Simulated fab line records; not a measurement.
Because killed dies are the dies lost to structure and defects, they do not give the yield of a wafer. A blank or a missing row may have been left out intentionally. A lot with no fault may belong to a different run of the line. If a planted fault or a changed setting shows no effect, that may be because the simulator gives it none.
Chamber matching ; flow gf180mcu ; cmp-01 running GF_V2_CMP_26: 4 sister chambers
The step polishes, stops on SiO2, t overpolish 15 s, target thk 0 nm. 16 wafers are shown with their chamber, then 8 later ones without.

== WAFERS WITH THEIR CHAMBER ==
wafer;chamber;motorCurrentA (A);overpolishRunS (s);timeToEndpointS (s)
L990.2;3;12.5;15.017;84
L990.3;0;9.3;14.998;79
L990.6;0;9.6;14.997;85
L991.2;1;11.7;15.013;82
L991.3;2;11.4;14.989;90
L991.4;0;9.9;15.002;82
L993.3;2;10.5;14.985;83
L993.4;3;12.5;14.994;87
L993.6;2;10.9;14.992;82
L996.3;2;11.2;15.014;88
L996.4;0;10.1;15.010;92
L996.5;0;9.5;14.997;88
L995.2;0;9.9;15.009;84
L995.5;2;10.8;14.992;88
L995.6;3;13.0;15.001;86
L997.3;1;12.0;14.977;88

SIGNATURES, as means of the wafers listed above
reading;chamber 0;chamber 1;chamber 2;chamber 3;scatter within a chamber
motorCurrentA;9.717;11.850;10.960;12.667;0.31
overpolishRunS;15.00217;14.99500;14.99440;15.00400;0.0116
timeToEndpointS;85.00;85.00;86.20;85.67;3.82
Rule: for each reading, subtract the chamber's mean from the wafer's reading, divide by that reading's scatter and square the result; add these up over the readings and take the root, which gives the wafer's distance from the chamber. If the next closest chamber is less than 2 further off than the closest, the wafer can't be placed; otherwise it belongs to the closest. The scatter: take each reading less its chamber's mean, square it, sum over the shown wafers, divide by the number of wafers less the number of chambers, and take the root.

== WAFERS WITHOUT THEIR CHAMBER ==
wafer;motorCurrentA (A);overpolishRunS (s);timeToEndpointS (s)
L997.5;12.2;14.999;88
L997.6;9.1;15.002;88
L998.2;11.2;14.998;90
L998.3;11.8;15.007;88
L998.5;12.4;14.992;89
L103.1;11.9;15.008;87
L103.5;11.0;14.999;86
L103.6;11.4;15.006;84

== CHAMBER TAKEN BY EACH ==
wafer;from the rows above;in truth
L997.5;can't be placed: 1 or 3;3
L997.6;0;0
L998.2;can't be placed: 2 or 1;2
L998.3;can't be placed: 1 or 3 or 2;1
L998.5;can't be placed: 3 or 1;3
L103.1;can't be placed: 1 or 3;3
L103.5;2;2
L103.6;can't be placed: 1 or 2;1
2 of 8 placed correctly. Not placeable from these rows: 6 (in 6, the candidates include the true chamber). Placed wrongly: 0.
